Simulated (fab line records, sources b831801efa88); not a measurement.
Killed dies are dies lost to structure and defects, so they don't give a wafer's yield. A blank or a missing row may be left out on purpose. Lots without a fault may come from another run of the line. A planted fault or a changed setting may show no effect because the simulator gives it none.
fab line records | flow sky130 | part 1 of 2: steps 1 to 27 of 37
record lots=5 wafers=15 last_day=49
route steps=708 shown CAP2M@619 METAL4@621 VIA4@639
lots that met no fault: from a run of the same line without faults
start_h: hours from the record's first day to the start of the lot's first wafer shown | wait_h: hours since the lot's step before | " the same as in the row above | L1.1+2: a row that stands for several wafers | - no value, or no start given | * or withheld: withheld | < > ~ a bound
route shown NAME@n: a module of which the file shows steps, and the number in the route of the first | usual: mean/standard deviation of fault-free wafers | same: alike in all rows | chamber/n: place in a boat | sites: the reading at each site | _std_site: their standard deviation | _edge_site: outer sites' mean less inner sites' | radius_mm: how far each site lies from the wafer's centre | mask NAME#n: copy n | behind: the tool/chamber that last shaped the wafer | hold: why the lot was held/for how many hours/how that ended | device: the transistor (n, p or np) that didn't switch | end of line: the same wafers' tests at the end of the route | a step without rows: its recipe alone | killed: dies lost to structure and defects at the first sort, not the wafer's yield | map: a wafer's dies, x killed, . not, _ none there
set.NAME: the setting as run; set.NAME@STEP: as run at that earlier step | model.NAME: the simulator's own value behind a step, which no gauge read
lots at some steps of the route; a table a step, a row a wafer
services: from which hour (start_h, from the record's first day; less than 0 if before it) a tool's chamber was out of use, for how many hours, and why
## steps
# step SKY_CAP2M_CLEAN_16
# recipe chemistry=IPA time_s=180 temp_c=25
# usual temp_c=25.03/0.098
# columns lot.wafer tool chamber start_h wait_h temp_c
L076.1 wet_bench-02 2 951.25 0.0 25.08
L076.2 " 2 " " 25.05
L076.5 " 2 " " 24.96
L080.3 wet_bench-04 0 990.37 0.0 25.24
L080.4 " 0 " " 25.10
L080.5 " 0 " " 25.10
L083.1 wet_bench-04 2 1013.87 0.0 25.08
L083.3 " 2 " " 24.95
L083.5 " 2 " " 25.04
L086.2 wet_bench-03 2 1035.18 0.0 25.08
L086.3 " 2 " " 25.03
L086.6 " 2 " " 24.95
L093.1 wet_bench-04 3 1087.86 0.0 25.01
L093.2 " 3 " " 24.97
L093.6 " 3 " " 25.09
# step SKY_CAP2M_CLEAN_17
# recipe chemistry=O3/DIW dry=n2_spin
# columns lot.wafer tool chamber start_h wait_h
L076.1+2+5 wet_bench-04 1 951.31 0.0
L080.3+4+5 wet_bench-02 3 990.43 0.0
L083.1+3+5 wet_bench-02 0 1013.93 0.0
L086.2+3+6 wet_bench-04 3 1035.24 0.0
L093.1+2+6 wet_bench-02 2 1087.92 0.0
# step SKY_METAL4_DEHYDRATE_05
# recipe temp_c=200 time_s=60
# columns lot.wafer tool chamber start_h wait_h
L076.1+2+5 litho_track-04 0 962.75 11.4
L080.3+4+5 litho_track-01 0 1001.57 11.0
L083.1+3+5 litho_track-03 0 1024.29 10.3
L086.2+3+6 litho_track-03 0 1045.77 10.4
L093.1+2+6 litho_track-01 0 1097.52 9.5
# step SKY_METAL4_HMDS_06
# recipe prime_time_s=60 prime_temp_c=120
# columns lot.wafer tool chamber start_h wait_h
L076.1+2+5 litho_track-04 0 962.90 0.1
L080.3+4+5 litho_track-01 0 1001.72 0.1
L083.1+3+5 litho_track-03 0 1024.44 0.1
L086.2+3+6 litho_track-03 0 1045.92 0.1
L093.1+2+6 litho_track-01 0 1097.67 0.1
# step SKY_METAL4_COAT_07
# recipe resist=BARC temp_c=withheld time_s=withheld spin_rpm=3000 resist_thk_nm=60
# columns lot.wafer tool chamber start_h wait_h
L076.1+2+5 litho_track-04 0 963.05 0.1
L080.3+4+5 litho_track-01 0 1001.87 0.1
L083.1+3+5 litho_track-03 0 1024.59 0.1
L086.2+3+6 litho_track-03 0 1046.07 0.1
L093.1+2+6 litho_track-01 0 1097.82 0.1
# step SKY_METAL4_COAT_08
# recipe resist=KrF-thick spin_rpm=3000 resist_thk_nm=1140
# columns lot.wafer tool chamber start_h wait_h
L076.1+2+5 litho_track-04 0 - -
L080.3+4+5 litho_track-01 0 - -
L083.1+3+5 litho_track-03 0 - -
L086.2+3+6 litho_track-03 0 - -
L093.1+2+6 litho_track-01 0 - -
# step SKY_METAL4_SOFTBAKE_09
# recipe temp_c=100 time_s=90 resist=KrF-thick
# columns lot.wafer tool chamber start_h wait_h
L076.1+2+5 litho_track-04 0 - -
L080.3+4+5 litho_track-01 0 - -
L083.1+3+5 litho_track-03 0 - -
L086.2+3+6 litho_track-03 0 - -
L093.1+2+6 litho_track-01 0 - -
# step SKY_METAL4_EXPOSE_10
# recipe mask_id=MM4 na=0.68 source_shape=annular sigma_inner=0.4 sigma_outer=0.8 target_cd_nm=300 dose_mj=28
# usual focus_offset_nm=0.0/0.63 stage_vel_mm_s=500.01/0.23
# same sigma_outer=0.8
# columns lot.wafer tool chamber start_h wait_h mask focus_offset_nm stage_vel_mm_s
L076.1 krf_scanner-01 0 - - MM4#0 0.1 499.91
L076.2 " 0 " " MM4#0 -0.9 499.86
L076.5 " 0 " " MM4#0 -0.5 499.99
L080.3 krf_scanner-02 0 - - MM4#0 0.7 500.33
L080.4 " 0 " " MM4#0 -0.2 500.46
L080.5 " 0 " " MM4#0 0.9 500.12
L083.1 krf_scanner-01 0 - - MM4#0 -0.4 499.87
L083.3 " 0 " " MM4#0 -0.6 499.96
L083.5 " 0 " " MM4#0 0.2 500.31
L086.2 krf_scanner-01 0 - - MM4#0 -0.1 499.63
L086.3 " 0 " " MM4#0 -1.0 499.72
L086.6 " 0 " " MM4#0 -0.2 499.92
L093.1 krf_scanner-01 0 - - MM4#0 0.6 499.67
L093.2 " 0 " " MM4#0 0.1 499.60
L093.6 " 0 " " MM4#0 0.4 500.27
# step SKY_METAL4_PEB_11
# recipe peb_temp_c=withheld peb_time_s=withheld resist=KrF-thick
# columns lot.wafer tool chamber start_h wait_h
L076.1+2+5 litho_track-04 0 - -
L080.3+4+5 litho_track-03 0 - -
L083.1+3+5 litho_track-01 0 - -
L086.2+3+6 litho_track-03 0 - -
L093.1+2+6 litho_track-01 0 - -
# step SKY_METAL4_DEVELOP_12
# recipe develop_time_s=60 resist=KrF-thick dev_temp_c=21
# columns lot.wafer tool chamber start_h wait_h
L076.1+2+5 litho_track-04 0 - -
L080.3+4+5 litho_track-03 0 - -
L083.1+3+5 litho_track-01 0 - -
L086.2+3+6 litho_track-03 0 - -
L093.1+2+6 litho_track-01 0 - -
# step SKY_METAL4_CD_MEAS_13
# recipe target_cd_nm=300
# usual cd_nm=299.7/1.2
# columns lot.wafer tool chamber start_h wait_h cd_nm
L076.1 cd_sem-01 - 975.95 - 301.0
L076.2 " - " " 301.3
L076.5 " - " " 301.0
L080.3 cd_sem-01 - 1013.58 - 299.9
L080.4 " - " " 300.4
L080.5 " - " " 298.8
L083.1 cd_sem-01 - 1035.82 - 300.6
L083.3 " - " " 299.7
L083.5 " - " " 299.3
L086.2 cd_sem-01 - 1056.86 - 300.4
L086.3 " - " " 302.8
L086.6 " - " " 302.2
L093.1 cd_sem-01 - 1107.62 - 299.6
L093.2 " - " " 298.2
L093.6 " - " " 298.2
# step SKY_METAL4_OVL_MEAS_14
# usual METAL4_OVL=4/5.9
# columns lot.wafer tool chamber start_h wait_h METAL4_OVL[nm]
L076.1 overlay-02 - 976.07 0.1 8
L076.2 " - " " 2
L076.5 " - " " 5
L080.3 overlay-02 - 1013.67 0.1 0
L080.4 " - " " 4
L080.5 " - " " -1
L083.1 overlay-01 - 1035.94 0.1 0
L083.3 " - " " -1
L083.5 " - " " 2
L086.2 overlay-02 - 1056.97 0.1 13
L086.3 " - " " 11
L086.6 " - " " 8
L093.1 overlay-02 - 1107.74 0.1 9
L093.2 " - " " 3
L093.6 " - " " 10
# step SKY_METAL4_DESCUM_15
# recipe chemistry=O2 source_power_w=150 bias_power_w=0 pressure_mtorr=10 temp_c=40 time_s=8
# usual chamber_pressure_mTorr=10.000/0.0093 drypump_motor_current_A=5.6/0.52 oes_product_au=1.007/0.013 temp_c=39.98/0.11
# columns lot.wafer tool chamber start_h wait_h chamber_pressure_mTorr drypump_motor_current_A oes_product_au rf_hours_counter_h temp_c
L076.1 rie_metal-04 0 976.10 0.0 10.008 5.5 1.009 10 39.79
L076.2 " 1 " " 9.997 5.9 1.026 17 40.08
L076.5 " 1 " " 9.993 5.9 1.013 - 40.16
L080.3 rie_metal-02 1 1013.71 0.0 10.010 4.9 0.995 - 39.96
L080.4 " 0 " " 10.002 6.2 1.008 - 39.92
L080.5 " 1 " " 9.996 4.8 0.989 - 39.95
L083.1 rie_metal-04 0 1035.98 0.0 10.000 5.5 1.026 14 40.20
L083.3 " 0 " " 10.007 5.5 1.017 - 39.95
L083.5 " 0 " " 10.003 5.5 1.027 - 39.97
L086.2 rie_metal-04 1 1057.00 0.0 9.991 5.9 1.017 22 39.88
L086.3 " 1 " " 9.999 5.9 1.025 - 39.80
L086.6 " 1 " " 9.996 5.9 1.013 - 39.97
L093.1 rie_metal-02 1 1107.78 0.0 9.995 4.8 0.996 10 40.05
L093.2 " 0 " " 10.010 6.2 1.013 13 40.03
L093.6 " 0 " " 9.991 6.2 1.006 - 39.89
# step SKY_METAL4_ETCH_16
# recipe chemistry=N2/H2 target=BARC ion_energy_ev=200 bias_w=100 pressure_mtorr=30 n2_flow_sccm=100 h2_flow_sccm=200 icp_w=500 stop_on=SiO2 time_s=88.2 target_depth_a=600
# usual bias_w=100.0/0.32 chamber_pressure_mTorr=29.996/0.028 drypump_motor_current_A=5.6/0.52 oes_product_au=0.626/0.005 throttle_valve_pct=13.205/0.0087
# columns lot.wafer tool chamber start_h wait_h bias_w chamber_pressure_mTorr drypump_motor_current_A oes_product_au rf_hours_counter_h throttle_valve_pct
L076.1 rie_metal-04 0 976.14 0.0 100.1 30.012 5.6 0.623 10 13.195
L076.2 " 1 " " 99.8 30.006 5.9 0.627 17 13.204
L076.5 " 1 " " 100.0 30.013 5.9 0.631 - 13.189
L080.3 rie_metal-02 1 1013.76 0.0 99.9 30.011 4.9 0.620 - 13.215
L080.4 " 0 " " 99.5 30.013 6.2 0.628 - 13.216
L080.5 " 1 " " 99.7 30.006 4.9 0.633 - 13.203
L083.1 rie_metal-04 0 1036.01 0.0 100.2 29.954 5.5 0.619 14 13.201
L083.3 " 0 " " 100.1 30.018 5.5 0.623 - 13.220
L083.5 " 0 " " 100.2 30.019 5.6 0.620 - 13.214
L086.2 rie_metal-04 1 1057.03 0.0 100.1 30.019 5.9 0.628 22 13.197
L086.3 " 1 " " 99.8 30.021 6.0 0.616 - 13.205
L086.6 " 1 " " 100.1 30.038 6.0 0.626 - 13.205
L093.1 rie_metal-02 1 1107.81 0.0 100.0 30.026 4.9 0.621 10 13.195
L093.2 " 0 " " 99.4 29.995 6.2 0.616 13 13.185
L093.6 " 0 " " 100.2 29.982 6.2 0.628 - 13.195
# step SKY_METAL4_ETCH_17
# recipe target=SiO2 stop_on=TiN chemistry=C4F8/O2/Ar source_w=1500 bias_w=1200 pressure_mtorr=40 c4f8_flow_sccm=withheld O2_flow_sccm=6 Ar_flow_sccm=300 time_s=3.9 target_depth_a=150
# usual bias_w=1200/3.5 chamber_pressure_mTorr=40.00/0.039 oes_product_au=0.754/0.0066
# columns lot.wafer tool chamber start_h wait_h bias_w chamber_pressure_mTorr oes_product_au rf_hours_counter_h
L076.1 rie_diel-04 3 976.23 0.1 1196 39.97 0.748 12
L076.2 " 2 " " 1200 39.94 0.756 15
L076.5 " 3 " " 1198 39.99 0.752 -
L080.3 rie_diel-03 3 1013.83 0.0 1201 39.96 0.752 7
L080.4 " 0 " " 1199 40.04 0.765 12
L080.5 " 1 " " 1200 40.00 0.754 -
L083.1 rie_diel-02 0 1036.11 0.1 1201 40.02 0.751 13
L083.3 " 1 " " 1198 39.96 0.743 8
L083.5 " 3 " " 1201 39.98 0.750 -
L086.2 rie_diel-04 0 1057.13 0.1 1201 40.04 0.746 16
L086.3 " 1 " " 1203 40.00 0.759 26
L086.6 " 2 " " 1196 39.94 0.766 -
L093.1 rie_diel-04 3 1107.91 0.1 1201 40.07 0.766 16
L093.2 " 2 " " 1204 40.00 0.759 19
L093.6 " 3 " " 1204 39.97 0.763 -
# step SKY_METAL4_METAL_ETCH_18
# recipe target_depth_a=8450 stop_on=SiO2 over_etch_frac=0.3 time_s=183.1 chemistry=Cl2/BCl3 resist_sidewall_deg=88 pressure_mtorr=10 icp_w=900 bias_w=48.5 Cl2_flow_sccm=60 bcl3_flow_sccm=30
# usual bias_w=48.50/0.14 chamber_pressure_mTorr=10.000/0.0095 drypump_motor_current_A=5.6/0.39 mfc_cl2_sccm=60.00/0.2 oes_product_au=0.865/0.0076 throttle_valve_pct=22.263/0.01
# columns lot.wafer tool chamber start_h wait_h bias_w chamber_pressure_mTorr drypump_motor_current_A mfc_cl2_sccm oes_product_au rf_hours_counter_h throttle_valve_pct
L076.1 rie_metal-01 1 976.25 0.0 48.50 9.999 5.2 60.26 0.864 17 22.291
L076.2 " 0 " " 48.37 10.020 5.9 59.93 0.851 19 22.267
L076.5 " 1 " " 48.76 10.010 5.2 59.99 0.851 - 22.258
L080.3 rie_metal-04 1 1013.91 0.1 48.69 10.003 6.0 60.00 0.852 - 22.259
L080.4 " 0 " " 48.58 9.993 5.5 59.70 0.854 - 22.260
L080.5 " 1 " " 48.59 9.985 6.0 59.89 0.858 - 22.281
L083.1 rie_metal-01 1 1036.12 0.0 48.29 9.987 5.2 60.11 0.885 20 22.271
L083.3 " 1 " " 48.46 10.005 5.3 59.83 0.880 - 22.255
L083.5 " 0 " " 48.41 9.987 6.0 60.03 0.878 - 22.270
L086.2 rie_metal-02 0 1057.15 0.0 48.50 9.996 6.2 59.79 0.873 9 22.265
L086.3 " 1 " " 48.60 10.003 4.8 59.78 0.857 - 22.260
L086.6 " 0 " " 48.38 9.998 6.2 60.05 0.853 - 22.271
L093.1 rie_metal-01 1 1107.92 0.0 48.16 10.003 5.2 60.03 0.864 26 22.245
L093.2 " 0 " " 48.26 9.998 6.0 60.07 0.870 3 22.265
L093.6 " 0 " " 48.52 9.995 6.0 60.00 0.871 - 22.265
# step SKY_METAL4_STRIP_19
# recipe chemistry=O2/N2 power_w=1400 pressure_mtorr=1500 platen_temp_c=withheld o2_flow_sccm=3000 n2_flow_sccm=300 overash_fraction=0.5
# usual chamber_pressure_mTorr=1500.1/1.4 drypump_motor_current_A=5.68/0.28 oes_product_au=0.499/0.0065 strip_time_to_endpoint_s=6.46/0.094
# same overash_fraction=0.5
# columns lot.wafer tool chamber start_h wait_h chamber_pressure_mTorr drypump_motor_current_A oes_product_au rf_hours_counter_h strip_time_to_endpoint_s
L076.1 plasma_asher-02 1 976.43 0.1 1501.4 5.95 0.506 84 6.53
L076.2 " 0 " " 1501.2 5.79 0.500 84 6.46
L076.5 " 0 " " 1498.0 5.77 0.501 - 6.60
L080.3 plasma_asher-04 0 1014.06 0.1 1500.8 5.34 0.497 - 6.34
L080.4 " 1 " " 1500.7 5.33 0.490 - 6.39
L080.5 " 1 " " 1499.9 5.33 0.500 - 6.30
L083.1 plasma_asher-04 0 1036.30 0.1 1500.3 5.34 0.497 123 6.48
L083.3 " 0 " " 1498.7 5.33 0.502 - 6.48
L083.5 " 0 " " 1498.9 5.34 0.494 - 6.45
L086.2 plasma_asher-03 0 1057.33 0.1 1500.7 6.07 0.497 62 6.48
L086.3 " 1 " " 1500.6 5.30 0.504 - 6.64
L086.6 " 1 " " 1500.0 5.31 0.504 - 6.46
L093.1 plasma_asher-02 0 1108.10 0.1 1500.8 5.78 0.488 98 6.50
L093.2 " 1 " " 1499.7 5.95 0.497 98 6.51
L093.6 " 0 " " 1499.4 5.78 0.500 - 6.57
# step SKY_METAL4_STRIP_20
# recipe chemistry=post_etch_residue_remover time_s=1200 temp_c=72.5
# usual temp_c=72.48/0.093
# columns lot.wafer tool chamber start_h wait_h temp_c
L076.1 wet_bench-01 0 976.53 0.1 72.39
L076.2 " 0 " " 72.56
L076.5 " 0 " " 72.42
L080.3 wet_bench-02 1 1014.13 0.0 72.47
L080.4 " 1 " " 72.33
L080.5 " 1 " " 72.48
L083.1 wet_bench-03 1 1036.40 0.1 72.47
L083.3 " 1 " " 72.36
L083.5 " 1 " " 72.44
L086.2 wet_bench-03 3 1057.43 0.1 72.46
L086.3 " 3 " " 72.48
L086.6 " 3 " " 72.42
L093.1 wet_bench-01 1 1108.20 0.1 72.48
L093.2 " 1 " " 72.35
L093.6 " 1 " " 72.43
# step SKY_METAL4_CLEAN_21
# recipe chemistry=IPA time_s=180 temp_c=25
# usual temp_c=25.00/0.094
# columns lot.wafer tool chamber start_h wait_h temp_c
L076.1 wet_bench-03 1 976.87 0.0 25.03
L076.2 " 1 " " 25.00
L076.5 " 1 " " 25.06
L080.3 wet_bench-01 2 1014.47 0.0 24.79
L080.4 " 2 " " 24.84
L080.5 " 2 " " 24.89
L083.1 wet_bench-02 0 1036.74 0.0 24.99
L083.3 " 0 " " 24.99
L083.5 " 0 " " 24.92
L086.2 wet_bench-02 2 1057.77 0.0 25.10
L086.3 " 2 " " 24.94
L086.6 " 2 " " 25.16
L093.1 wet_bench-03 2 1108.95 0.0 24.91
L093.2 " 2 " " 24.87
L093.6 " 2 " " 24.89
# step SKY_METAL4_CLEAN_22
# recipe chemistry=O3/DIW dry=n2_spin
# columns lot.wafer tool chamber start_h wait_h
L076.1+2+5 wet_bench-02 1 976.93 0.0
L080.3+4+5 wet_bench-03 0 1014.53 0.0
L083.1+3+5 wet_bench-01 0 1036.81 0.0
L086.2+3+6 wet_bench-03 3 1057.83 0.0
L093.1+2+6 wet_bench-02 0 1109.01 0.0
# step SKY_VIA4_HDPCVD_00
# recipe material=SiO2 target_thk_nm=1750 sigma_open_frac=0.3 time_s=291.7 temp_c=400 sih4_flow_sccm=60 pressure_mtorr=6
# usual susceptor_temp_C=400.00/0.22
# columns lot.wafer tool chamber start_h wait_h susceptor_temp_C
L076.1 hdpcvd-01 2 977.03 0.0 400.03
L076.2 " 0 " " 400.06
L076.5 " 2 " " 400.19
L080.3 hdpcvd-02 1 1014.63 0.0 399.77
L080.4 " 0 " " 400.01
L080.5 " 2 " " 399.86
L083.1 hdpcvd-02 2 1036.90 0.0 399.81
L083.3 " 1 " " 400.06
L083.5 " 2 " " 399.77
L086.2 hdpcvd-01 1 1057.92 0.0 399.74
L086.3 " 2 " " 400.22
L086.6 " 0 " " 400.07
L093.1 hdpcvd-01 1 1109.10 0.0 399.74
L093.2 " 2 " " 400.00
L093.6 " 0 " " 399.76
# step SKY_VIA4_THK_MEAS_01
# recipe reads=SiO2_of_VIA4_HDPCVD_00
# usual VIA4_HDPCVD_THK=1751/21
# columns lot.wafer tool chamber start_h wait_h VIA4_HDPCVD_THK[nm]
L076.1 film_metro-02 - 977.21 0.1 1752
L076.2 " - " " 1719
L076.5 " - " " 1732
L080.3 film_metro-03 - 1014.82 0.1 1735
L080.4 " - " " 1745
L080.5 " - " " 1727
L083.1 film_metro-03 - 1037.08 0.1 1745
L083.3 " - " " 1769
L083.5 " - " " 1757
L086.2 film_metro-01 - 1058.11 0.1 1774
L086.3 " - " " 1792
L086.6 " - " " 1787
L093.1 film_metro-01 - 1109.28 0.1 1753
L093.2 " - " " 1751
L093.6 " - " " 1741
# step SKY_VIA4_CMP_02
# recipe material=SiO2 down_force_psi=4 platen_rpm=60 pad_velocity_m_s=0.94248
# usual motor_current_A=11.8/1 slurry_flow_ml_min=150.1/0.48
# columns lot.wafer tool chamber start_h wait_h motor_current_A slurry_flow_ml_min
L076.2 cmp-01 1 977.37 0.1 10.0 150.3
L076.1 " 2 " " 14.5 150.6
L076.5 " 3 " " 11.4 150.5
L080.4 cmp-01 0 1014.96 0.1 11.2 150.9
L080.3 " 1 " " 10.4 150.0
L080.5 " 3 " " 11.4 149.9
L083.3 cmp-02 3 1037.14 0.0 11.3 149.6
L083.1 " 2 " " 12.5 150.2
L083.5 " 0 " " 10.9 150.7
L086.2 cmp-02 1 1058.49 0.4 11.4 150.6
L086.3 " 3 " " 12.1 150.9
L086.6 " 1 " " 11.1 150.4
L093.2 cmp-02 0 1109.39 0.1 11.4 150.1
L093.1 " 2 " " 12.4 149.9
L093.6 " 3 " " 11.9 149.4
# step SKY_VIA4_BOW_MEAS_03
# recipe mode=bow
# usual VIA4_BOW=78/9.1
# columns lot.wafer tool chamber start_h wait_h VIA4_BOW[um]
L076.1 film_metro-03 - 977.57 0.1 89
L076.2 " - " " 89
L076.5 " - " " 76
L080.3 film_metro-01 - 1015.20 0.1 103
L080.4 " - " " 105
L080.5 " - " " 80
L083.1 film_metro-01 - 1037.44 0.1 75
L083.3 " - " " 85
L083.5 " - " " 72
L086.2 film_metro-03 - 1058.76 0.2 76
L086.3 " - " " 74
L086.6 " - " " 90
L093.1 film_metro-02 - 1109.64 0.1 84
L093.2 " - " " 88
L093.6 " - " " 80
# step SKY_VIA4_DEHYDRATE_04
# recipe temp_c=200 time_s=60
# columns lot.wafer tool chamber start_h wait_h
L076.1+2+5 litho_track-02 0 988.57 11.0
L080.3+4+5 litho_track-04 0 1025.90 10.7
L083.1+3+5 litho_track-04 0 1048.40 10.9
L086.2+3+6 litho_track-04 0 1068.77 10.0
L093.1+2+6 litho_track-04 0 1119.35 9.7
# step SKY_VIA4_HMDS_05
# recipe prime_time_s=60 prime_temp_c=120
# columns lot.wafer tool chamber start_h wait_h
L076.1+2+5 litho_track-02 0 988.72 0.1
L080.3+4+5 litho_track-04 0 1026.05 0.1
L083.1+3+5 litho_track-04 0 1048.55 0.1
L086.2+3+6 litho_track-04 0 1068.92 0.1
L093.1+2+6 litho_track-04 0 1119.50 0.1
# step SKY_VIA4_COAT_06
# recipe resist=NOVOLAK spin_rpm=3000 resist_thk_nm=1140
# columns lot.wafer tool chamber start_h wait_h
L076.1+2+5 litho_track-02 0 988.87 0.1
L080.3+4+5 litho_track-04 0 1026.20 0.1
L083.1+3+5 litho_track-04 0 1048.70 0.1
L086.2+3+6 litho_track-04 0 1069.07 0.1
L093.1+2+6 litho_track-04 0 1119.65 0.1
